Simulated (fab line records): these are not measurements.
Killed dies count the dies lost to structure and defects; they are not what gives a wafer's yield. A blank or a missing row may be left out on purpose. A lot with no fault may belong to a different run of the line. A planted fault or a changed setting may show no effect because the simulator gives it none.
fab line records | flow sky130
record lots=6 wafers=18 lastDay=50
route steps=708 shown METAL5@671 PASSIVATION@681 PAD_OPEN@694
lots with no fault: from the same line, run without faults
startH: hours from the record's opening day to when the first of the lot's shown wafers began | waitH: hours from the lot's prior step to this one | " repeats the value in the row above | L1.1+2: one row covering several wafers at once | - no value, or no start was given | * or withheld: withheld | < > ~ a bound
route shown NAME@n: a module of which the file shows steps, and the number in the route of the first | usual: mean/standard deviation taken from wafers without a fault | same: alike in all rows | chamber/n: place in a boat | sites: each site's reading | _std_site: the values' standard deviation | _edge_site: outer sites' mean less inner sites' | radiusMm: for every site, how far away it sits from the centre of the wafer | mask NAME#n: copy n | behind: the tool/chamber that last shaped the wafer | hold: why the lot was held/for how many hours/how that ended | device: the transistor (n, p or np) that didn't switch | end of line: the tests these same wafers got at the end of their route | for a step that has no rows: nothing shown but its recipe | killed: dies that structure and defects cost at the first sort, which is not the same as the wafer's yield | map: per-die view of a wafer (x killed, . not killed, _ where there is no die)
set.NAME: the setting the step ran with; set.NAME@STEP: the setting that earlier step ran with | model.NAME: the simulator's own value behind a step, which no gauge read
a table for each step, a row for each wafer; lots at some steps of the route
services: from which hour (startH, from the record's first day; less than 0 if before it) a tool's chamber was out of use, for how many hours, and why
## steps
# step SKY_METAL5_SOFTBAKE_10
# recipe tempC=90 timeS=60 resist=NOVOLAK
# step SKY_METAL5_EXPOSE_11
# recipe maskId=MM5 na=0.6 sourceShape=conventional sigmaOuter=0.6 polarization=unpolarized targetCdNm=1600 doseMj=190
# step SKY_METAL5_PEB_12
# recipe tempC=withheld timeS=* resist=NOVOLAK
# step SKY_METAL5_DEVELOP_13
# recipe resist=NOVOLAK developer=TMAH developTimeS=60 devTempC=23
# step SKY_METAL5_DESCUM_14
# recipe chemistry=O2 sourcePowerW=150 biasPowerW=0 pressureMtorr=10 tempC=40 timeS=11
# usual drypumpMotorCurrentA=5.7/0.56 oesProductAu=1.004/0.012
# same timeS=11
# columns lot.wafer tool chamber startH waitH drypumpMotorCurrentA oesProductAu rfHoursCounterH
L119.4 rieMetal-02 1 1038.12 0.1 6.3 1.015 -
L119.5 " 0 " " 6.5 1.017 -
L119.6 " 1 " " 6.3 0.999 -
L122.1 rieMetal-04 0 1058.88 0.1 5.0 1.011 1
L122.2 " 1 " " 5.7 0.999 12
L122.3 " 0 " " 5.0 1.017 -
L133.2 rieMetal-01 0 1119.92 0.1 5.4 0.988 -
L133.3 " 0 " " 5.4 0.994 -
L133.4 " 0 " " 5.4 0.993 -
L135.1 rieMetal-04 1 1132.31 0.1 5.6 0.989 18
L135.3 " 0 " " 5.0 1.007 -
L135.6 " 0 " " 5.0 1.013 -
L139.1 rieMetal-04 0 1155.76 0.1 5.0 1.013 8
L139.2 " 1 " " 5.7 0.989 20
L139.4 " 0 " " 5.0 1.015 -
L140.2 rieMetal-04 1 1165.41 0.1 5.6 0.997 21
L140.4 " 0 " " 5.0 1.014 -
L140.6 " 1 " " 5.6 0.993 -
# step SKY_METAL5_METAL_ETCH_15
# recipe targetDepthA=12600 stopOn=SiO2 overEtchFrac=0.2 timeS=252 chemistry=Cl2/BCl3 resistSidewallDeg=86 pressureMtorr=10 icpW=900 biasW=48.5 Cl2_flow_sccm=60 bcl3FlowSccm=30
# usual drypumpMotorCurrentA=5.7/0.57 oesProductAu=0.893/0.0046 throttleValvePct=22.264/0.009
# same timeS=252
# columns lot.wafer tool chamber startH waitH drypumpMotorCurrentA oesProductAu rfHoursCounterH throttleValvePct
L119.4 rieMetal-02 1 1038.22 0.1 6.4 0.892 - 22.264
L119.5 " 0 " " 6.5 0.894 - 22.265
L119.6 " 1 " " 6.3 0.894 - 22.279
L122.1 rieMetal-04 0 1058.92 0.0 5.0 0.902 1 22.273
L122.2 " 1 " " 5.7 0.892 12 22.249
L122.3 " 0 " " 5.0 0.889 - 22.268
L133.2 rieMetal-01 0 1120.05 0.1 5.4 0.897 - 22.266
L133.3 " 0 " " 5.4 0.897 - 22.279
L133.4 " 0 " " 5.4 0.897 - 22.260
L135.1 rieMetal-04 1 1132.34 0.0 5.7 0.901 18 22.277
L135.3 " 0 " " 5.0 0.895 - 22.265
L135.6 " 0 " " 5.0 0.895 - 22.254
L139.1 rieMetal-04 0 1155.79 0.0 5.0 0.895 8 22.274
L139.2 " 1 " " 5.7 0.890 20 22.253
L139.4 " 0 " " 5.0 0.891 - 22.270
L140.2 rieMetal-04 1 1165.44 0.0 5.7 0.894 21 22.263
L140.4 " 0 " " 5.0 0.896 - 22.270
L140.6 " 1 " " 5.6 0.895 - 22.275
# step SKY_METAL5_STRIP_16
# recipe chemistry=O2/N2 powerW=1400 pressureMtorr=1500 platenTempC=withheld o2FlowSccm=3000 n2FlowSccm=300 overashFraction=0.5
# usual drypumpMotorCurrentA=5.9/0.44 oesProductAu=0.711/0.0046 stripTimeToEndpointS=13.01/0.14
# columns lot.wafer tool chamber startH waitH drypumpMotorCurrentA oesProductAu rfHoursCounterH stripTimeToEndpointS
L119.4 plasmaAsher-03 0 1038.41 0.1 6.3 0.715 - 13.12
L119.5 " 0 " " 6.3 0.712 - 12.95
L119.6 " 1 " " 5.7 0.714 - 13.18
L122.1 plasmaAsher-02 0 1059.15 0.2 5.8 0.712 29 12.90
L122.2 " 1 " " 5.6 0.710 29 13.12
L122.3 " 0 " " 5.9 0.709 - 12.82
L133.2 plasmaAsher-03 1 1120.45 0.3 5.7 0.709 5 13.17
L133.3 " 0 " " 6.3 0.710 - 13.17
L133.4 " 1 " " 5.7 0.709 - 13.17
L135.1 plasmaAsher-04 0 1132.58 0.2 5.4 0.716 99 13.12
L135.3 " 0 " " 5.4 0.703 - 12.82
L135.6 " 1 " " 6.6 0.709 - 12.81
L139.1 plasmaAsher-02 1 1156.03 0.2 5.6 0.714 39 12.78
L139.2 " 0 " " 5.9 0.711 39 13.24
L139.4 " 1 " " 5.6 0.705 - 12.83
L140.2 plasmaAsher-02 0 1165.68 0.2 5.8 0.711 40 13.18
L140.4 " 1 " " 5.6 0.707 - 12.77
L140.6 " 0 " " 5.9 0.720 - 13.16
# step SKY_METAL5_STRIP_17
# recipe chemistry=postEtchResidueRemover timeS=1200 tempC=72.5
# step SKY_METAL5_CLEAN_18
# recipe chemistry=IPA timeS=180 tempC=25
# step SKY_METAL5_CLEAN_19
# recipe chemistry=O3/DIW dry=n2Spin
# step SKY_PASSIVATION_CVD_00
# recipe material=SiO2 targetThkNm=90 tempC=400 timeS=withheld rfW=600
# usual heaterPowerW=629/84 rfFwdPowerW=590/3.1
# columns lot.wafer tool chamber startH waitH heaterPowerW rfFwdPowerW
L119.4 pecvd-02 0 1039.02 0.0 651 591
L119.5 " 2 " " 754 592
L119.6 " 0 " " 665 593
L122.1 pecvd-03 2 1059.79 0.0 530 585
L122.2 " 1 " " 546 589
L122.3 " 0 " " 702 585
L133.2 pecvd-01 1 1121.04 0.0 592 595
L133.3 " 2 " " 608 592
L133.4 " 2 " " 622 594
L135.1 pecvd-01 1 1133.18 0.0 557 593
L135.3 " 0 " " 706 592
L135.6 " 0 " " 722 591
L139.1 pecvd-03 0 1156.62 0.0 698 587
L139.2 " 2 " " 508 584
L139.4 " 2 " " 505 585
L140.2 pecvd-02 2 1166.31 0.0 692 596
L140.4 " 1 " " 574 589
L140.6 " 0 " " 635 592
# step SKY_PASSIVATION_THK_MEAS_01
# recipe reads=SiO2_of_PASSIVATION_CVD_00
# usual PASSIVATION_CVD_00_THK=89.6/1.2
# columns lot.wafer tool chamber startH waitH PASSIVATION_CVD_00_THK[nm]
L119.4 filmMetro-03 - 1039.07 - 89.3
L119.5 " - " " 88.3
L119.6 " - " " 89.2
L122.1 filmMetro-02 - 1059.81 - 89.5
L122.2 " - " " 89.5
L122.3 " - " " 89.5
L133.2 filmMetro-02 - 1121.07 - 89.3
L133.3 " - " " 87.7
L133.4 " - " " 89.2
L135.1 filmMetro-04 - 1133.20 - 89.5
L135.3 " - " " 89.0
L135.6 " - " " 91.1
L139.1 filmMetro-04 - 1156.64 - 88.4
L139.2 " - " " 88.1
L139.4 " - " " 89.9
L140.2 filmMetro-02 - 1166.35 - 88.7
L140.4 " - " " 90.8
L140.6 " - " " 89.8
# step SKY_PASSIVATION_CVD_02
# recipe material=Si3N4 targetThkNm=540 tempC=400 timeS=withheld rfW=450
# usual heaterPowerW=686/87 rfFwdPowerW=449.2/1.4
# columns lot.wafer tool chamber startH waitH heaterPowerW rfFwdPowerW model.Si3N4_of_PASSIVATION_CVD_02.thkNm
L119.4 pecvd-03 0 1039.21 0.1 787 448.7 543.6
L119.5 " 2 " " 569 447.7 548.8
L119.6 " 1 " " 710 447.2 549.2
L122.1 pecvd-02 0 1059.87 0.1 717 449.0 536.2
L122.2 " 2 " " 737 447.6 531.8
L122.3 " 2 " " 780 450.1 537.3
L133.2 pecvd-03 0 1121.12 0.0 661 520.7 559.7
L133.3 " 1 " " 667 522.5 559.9
L133.4 " 1 " " 556 522.8 568.7
L135.1 pecvd-03 2 1133.26 0.1 516 520.5 563.1
L135.3 " 2 " " 528 522.5 573.5
L135.6 " 2 " " 562 522.4 570.4
L139.1 pecvd-01 0 1156.70 0.1 811 448.4 539.9
L139.2 " 2 " " 768 446.8 527.2
L139.4 " 0 " " 809 448.2 549.7
L140.2 pecvd-01 0 1166.40 0.0 761 449.2 539.7
L140.4 " 1 " " 506 449.4 540
L140.6 " 1 " " 549 447.5 539.1
# step SKY_PASSIVATION_THK_MEAS_03
# recipe reads=Si3N4_of_PASSIVATION_CVD_02
# usual PASSIVATION_CVD_02_THK=540/7.1
# columns lot.wafer tool chamber startH waitH PASSIVATION_CVD_02_THK[nm]
L119.4 filmMetro-03 - 1039.41 - 544
L119.5 " - " " 548
L119.6 " - " " 549
L122.1 filmMetro-03 - 1060.21 - 536
L122.2 " - " " 532
L122.3 " - " " 537
L133.2 filmMetro-03 - 1121.35 - 560
L133.3 " - " " 560
L133.4 " - " " 569
L135.1 filmMetro-03 - 1133.60 - 563
L135.3 " - " " 573
L135.6 " - " " 570
L139.1 filmMetro-04 - 1156.93 - 540
L139.2 " - " " 527
L139.4 " - " " 550
L140.2 filmMetro-03 - 1166.74 - 540
L140.4 " - " " 540
L140.6 " - " " 539
# step SKY_PASSIVATION_DEHYDRATE_04
# recipe tempC=200 timeS=60
# step SKY_PASSIVATION_HMDS_05
# recipe primeTimeS=60 primeTempC=120
# step SKY_PASSIVATION_COAT_06
# recipe spinRpm=2000 resistThkNm=3000
# step SKY_PASSIVATION_SOFTBAKE_07
# recipe tempC=110 timeS=withheld
# step SKY_PASSIVATION_EXPOSE_08
# recipe maskId=NSM targetCdNm=3000 na=0.57 doseMj=260
# step SKY_PASSIVATION_PEB_09
# recipe tempC=115 timeS=withheld
# step SKY_PASSIVATION_DEVELOP_10
# recipe developTimeS=60 devTempC=23
# step SKY_PASSIVATION_ETCH_11
# recipe chemistry=CF4/O2 targetDepthNm=725 stopOn=AlCu sourceW=800 biasW=150 pressureMtorr=150 cf4FlowSccm=80 O2_flow_sccm=10 timeS=161.1
# usual drypumpMotorCurrentA=5.7/0.49 oesProductAu=0.977/0.007 throttleValvePct=5.964/0.0091
# same timeS=161.1
# columns lot.wafer tool chamber startH waitH drypumpMotorCurrentA oesProductAu rfHoursCounterH throttleValvePct model.etch.depthNm model.PASSIVATION.featureDepthNm
L119.4 rieDiel-03 3 1060.98 - 6.5 0.978 2 5.973 707.3 707.3
L119.5 " 3 " " 6.5 0.980 - 5.968 711.6 711.6
L119.6 " 0 " " 5.8 0.985 - 5.972 713.5 713.5
L122.1 rieDiel-04 2 1081.21 - 4.8 0.974 15 5.962 700.8 700.8
L122.2 " 3 " " 5.6 0.980 22 5.957 696.2 696.2
L122.3 " 0 " " 4.9 0.978 1 5.952 702.5 702.5
L133.2 rieDiel-02 1 1140.78 - 5.3 0.993 20 5.980 724 724
L133.3 " 2 " " 5.6 0.997 22 5.962 722.5 722.5
L133.4 " 0 " " 5.7 0.993 22 5.978 727.2 727.2
L135.1 rieDiel-04 2 1152.68 - 4.9 0.993 18 5.995 722.9 722.9
L135.3 " 1 " " 5.7 0.992 22 5.966 721.1 721.1
L135.6 " 1 " " 5.7 0.987 - 5.964 719.5 719.5
L139.1 rieDiel-04 2 1173.68 - 4.8 0.974 18 5.957 701.6 701.6
L139.2 " 1 " " 5.7 0.970 23 5.970 689.5 689.5
L139.4 " 3 " " 5.6 0.980 1 5.950 713.5 713.5
L140.2 rieDiel-03 3 1182.71 - 6.6 0.975 6 5.969 704.2 704.2
L140.4 " 3 " " 6.6 0.971 - 5.965 706.6 706.6
L140.6 " 2 " " 5.4 0.975 - 5.972 703.2 703.2
# step SKY_PASSIVATION_STRIP_12
# recipe chemistry=O2/N2 powerW=1400 pressureMtorr=1500 platenTempC=withheld overashFraction=0.7 o2FlowSccm=3000 n2FlowSccm=300
# step SKY_PAD_OPEN_DEHYDRATE_00
# recipe tempC=200 timeS=60
# step SKY_PAD_OPEN_HMDS_01
# recipe primeTimeS=60 primeTempC=120
# step SKY_PAD_OPEN_COAT_02
# recipe spinRpm=2000 resistThkNm=3000
# step SKY_PAD_OPEN_SOFTBAKE_03
# recipe tempC=110 timeS=withheld
# step SKY_PAD_OPEN_EXPOSE_04
# recipe maskId=PDM targetCdNm=60000 na=0.57 doseMj=260
# step SKY_PAD_OPEN_PEB_05
# recipe tempC=115 timeS=withheld
# step SKY_PAD_OPEN_DEVELOP_06
# recipe developTimeS=60 devTempC=23
# step SKY_PAD_OPEN_ETCH_07
# recipe chemistry=CF4/O2 targetDepthNm=725 stopOn=AlCu sourceW=800 biasW=150 pressureMtorr=150 cf4FlowSccm=80 O2_flow_sccm=10 timeS=161.1
# usual drypumpMotorCurrentA=5.5/0.58 oesProductAu=0.978/0.0073 throttleValvePct=5.965/0.01
# same timeS=161.1
# columns lot.wafer tool chamber startH waitH drypumpMotorCurrentA oesProductAu rfHoursCounterH throttleValvePct model.etch.depthNm model.PAD_OPEN.featureDepthNm
L119.4 rieDiel-02 3 1081.73 - 5.0 0.981 16 5.968 707.3 707.3
L119.5 " 2 " " 5.6 0.984 - 5.960 711.6 711.6
L119.6 " 1 " " 5.3 0.984 - 5.961 713.5 713.5
L122.1 rieDiel-01 1 1101.53 - 5.0 0.980 13 5.972 700.8 700.8
L122.2 " 0 " " 6.4 0.979 28 5.960 696.2 696.2
L122.3 " 3 " " 5.2 0.979 15 5.973 702.5 702.5
L133.2 rieDiel-04 1 1158.93 - 5.7 0.989 23 5.960 719.5 719.5
L133.3 " 3 " " 5.6 0.989 1 5.968 708 708
L133.4 " 2 " " 4.9 0.993 18 5.968 727.2 727.2
L135.1 rieDiel-01 0 1170.01 - 6.4 0.994 31 5.956 721.7 721.7
L135.3 " 3 " " 5.2 0.989 18 5.976 731.2 731.2
L135.6 " 2 " " 6.4 0.992 - 5.959 729.9 729.9
L139.1 rieDiel-01 2 1189.07 - 6.4 0.979 33 5.961 701.6 701.6
L139.2 " 0 " " 6.5 0.971 32 5.975 689.5 689.5
L139.4 " 1 " " 5.0 0.986 - 5.972 714.3 714.3
L140.2 rieDiel-01 0 1197.82 - 6.5 0.971 32 5.956 704.2 704.2
L140.4 " 2 " " 6.4 0.994 34 5.974 706.6 706.6
L140.6 " 2 " " 6.4 0.969 - 5.964 703.2 703.2
# step SKY_PAD_OPEN_STRIP_08
# recipe chemistry=O2/N2 powerW=1400 pressureMtorr=1500 platenTempC=withheld overashFraction=0.7 o2FlowSccm=3000 n2FlowSccm=300
# usual drypumpMotorCurrentA=5.9/0.52 oesProductAu=0.662/0.005 stripTimeToEndpointS=37.07/0.11
# columns lot.wafer tool chamber startH waitH drypumpMotorCurrentA oesProductAu rfHoursCounterH stripTimeToEndpointS
L119.4 plasmaAsher-01 1 1081.87 0.1 6.3 0.659 - 37.24
L119.5 " 1 " " 6.3 0.660 - 37.24
L119.6 " 0 " " 5.3 0.670 - 37.14
L122.1 plasmaAsher-04 1 1101.64 0.1 6.7 0.663 96 37.05
L122.2 " 0 " " 5.3 0.661 96 37.15
L122.3 " 1 " " 6.6 0.657 - 37.03
L133.2 plasmaAsher-02 1 1159.04 0.1 5.6 0.661 39 36.98
L133.3 " 1 " " 5.6 0.663 - 36.95
L133.4 " 0 " " 5.9 0.661 - 37.01
L135.1 plasmaAsher-02 1 1170.11 0.1 5.6 0.680 40 37.18
L135.3 " 0 " " 5.9 0.661 - 37.13
L135.6 " 1 " " 5.6 0.659 - 37.09
L139.1 plasmaAsher-04 1 1189.17 0.1 6.6 0.667 104 36.88
L139.2 " 0 " " 5.3 0.664 104 36.95
L139.4 " 1 " " 6.6 0.666 - 36.95
L140.2 plasmaAsher-04 1 1197.92 0.1 6.6 0.666 105 37.14
L140.4 " 0 " " 5.3 0.664 - 37.16
L140.6 " 0 " " 5.3 0.667 - 37.22
# step SKY_PAD_OPEN_STRIP_09
# recipe chemistry=postEtchResidueRemover timeS=1200 tempC=72.5
# same timeS=1200
# columns lot.wafer tool chamber startH waitH model.Si3N4_of_PASSIVATION_CVD_02.thkNm
L119.4 wetBench-01 3 1081.94 0.0 543.3
L119.5 " 3 " " 548.4
L119.6 " 3 " " 548.8
L122.1 wetBench-04 3 1101.74 0.1 535.9
L122.2 " 3 " " 531.5
L122.3 " 3 " " 537
L133.2 wetBench-04 2 1159.20 0.1 559.3
L133.3 " 2 " " 559.5
L133.4 " 2 " " 568.3
L135.1 wetBench-04 1 1170.21 0.1 562.7
L135.3 " 1 " " 573.1
L135.6 " 1 " " 570
L139.1 wetBench-01 0 1189.36 0.2 539.5
L139.2 " 0 " " 526.8
L139.4 " 0 " " 549.3
L140.2 wetBench-02 3 1198.02 0.1 539.3
L140.4 " 3 " " 539.7
L140.6 " 3 " " 538.7
# step SKY_PAD_OPEN_CLEAN_10
# recipe chemistry=IPA timeS=180 tempC=25
# step SKY_PAD_OPEN_PROBE_99
# usual defectLimitedYield=82.6/1.7 killed_at_M0_to_M3=42/6.4 killed_at_M4_up=3.2/1.9 killedAtContacts=24/4.8 killedAtFrontEnd=16/4.4 killedAtOther=0.3/0.55 killedDies=86/8.6 killedOpen=46/6.6 killedShort=39/5.7 sort_bin_3_pad_short=0.8/0.41 sort_bin_5_function=10.3/1.5 sort_bin_6_memory=6.3/1 sortNPass=406/8.6 sortYieldPct=82.6/1.7
# same grossDies=492 killedAtBackSide=0 sort_bin_4_leakage[%]=0 sort_bin_8_speed[%]=0
# columns lot.wafer tool chamber startH waitH defectLimitedYield[%] killed_at_M0_to_M3 killed_at_M4_up killedAtContacts killedAtFrontEnd killedAtOther killedDies killedOpen killedShort sort_bin_3_pad_short[%] sort_bin_5_function[%] sort_bin_6_memory[%] sortNPass sortYieldPct[%]
L140.2 prober-02 - 1200.22 0.1 85.4 35 4 21 12 0 72 36 35 1.0 7.1 6.5 420 85.4
L140.4 prober-02 - 1200.32 0.2 80.7 55 3 24 13 0 95 52 43 0.8 12.4 6.1 397 80.7
L140.6 prober-02 - 1200.42 0.2 83.7 43 1 23 12 1 80 49 31 0.6 9.8 5.9 412 83.7
# killed by level:class
L140.2 VIA1:geometricParticle:open=11 CONTACT:geometricParticle:open=10 POLY_GATE:geometricParticle:short=4 LI_CONTACT:geometricParticle:open=4 CONTACT:geometricParticle:short=4 METAL1:geometricParticle:short=4 VIA2:geometricParticle:open=4 METAL3:geometricParticle:short=4
L140.4 VIA1:geometricParticle:open=13 CONTACT:geometricParticle:open=9 VIA3:geometricParticle:open=8 METAL1:geometricParticle:short=7 CONTACT:geometricParticle:short=6 VIA2:geometricParticle:open=6 VIA3:geometricParticle:short=5 VIA1:geometricParticle:short=5
L140.6 VIA1:geometricParticle:open=12 CONTACT:geometricParticle:open=10 FIELD_ISO:geometricParticle:open=6 METAL1:geometricParticle:short=6 VIA2:geometricParticle:open=6 LOCAL_INTERCONNECT:geometricParticle:short=5 VIA2:geometricParticle:short=5 VIA1:geometricParticle:short=4
## services
# columns tool chamber startH hours kind
pecvd-02 1 1018.59 74.1 repair
plasmaAsher-02 - 1019.84 2.8 pm
rieDiel-01 - 1026.96 0.9 repair
pecvd-03 - 1052.05 2.8 pm
plasmaAsher-03 - 1055.25 9.0 pm
rieDiel-02 - 1063.87 14.6 pm
pecvd-02 2 1087.23 3.2 repair
rieDiel-04 - 1087.62 14.6 pm
rieDiel-03 2 1088.30 2.2 repair
rieDiel-01 1 1089.77 8.5 repair
pecvd-02 - 1093.59 2.2 repair
plasmaAsher-04 - 1096.18 3.6 repair
pecvd-02 1 1104.66 13.2 repair
rieDiel-04 0 1120.42 1.2 repair
rieMetal-04 - 1130.78 0.3 repair
pecvd-01 1 1140.41 11.6 repair
pecvd-01 - 1144.38 0.8 repair
rieDiel-01 3 1150.25 9.7 repair
plasmaAsher-04 - 1163.09 0.8 repair
rieMetal-04 0 1170.74 14.6 repair
plasmaAsher-04 - 1183.72 3.0 repair
pecvd-02 - 1184.27 2.8 repair
pecvd-02 1 1184.27 4.1 repair
rieDiel-01 3 1185.29 5.8 repair
## key
firstSign step=SKY_PASSIVATION_CVD_02 reading=rfFwdPowerW direction=up sigmas=51 usual=449.2 struck=521.9
effect step=SKY_PASSIVATION_THK_MEAS_03 reading=PASSIVATION_CVD_02_THK direction=up sigmas=3.5 usual=540 struck=566
modelEffect step=SKY_PASSIVATION_CVD_02 value=Si3N4_of_PASSIVATION_CVD_02.thkNm without=541.3 struck=565.9
modelEffect step=SKY_PASSIVATION_ETCH_11 value=etch.depthNm without=705.6 struck=722.9
modelEffect step=SKY_PAD_OPEN_ETCH_07 value=etch.depthNm without=705.6 struck=722.9
modelEffect step=SKY_PAD_OPEN_STRIP_09 value=Si3N4_of_PASSIVATION_CVD_02.thkNm without=540.9 struck=565.5
metAt SKY_PASSIVATION_CVD_02
struckWafers L133.2,L133.3,L133.4,L135.1,L135.3,L135.6
onsetBetween 1039.21 1121.12
fault kind=processParameterDrift tool=pecvd-03 chamber=- onsetH=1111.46 steps=SKY_PASSIVATION_CVD_02 channel=rfW offset=72 shape=step endH=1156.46 actsIn=theseRecipesOnly stated=450
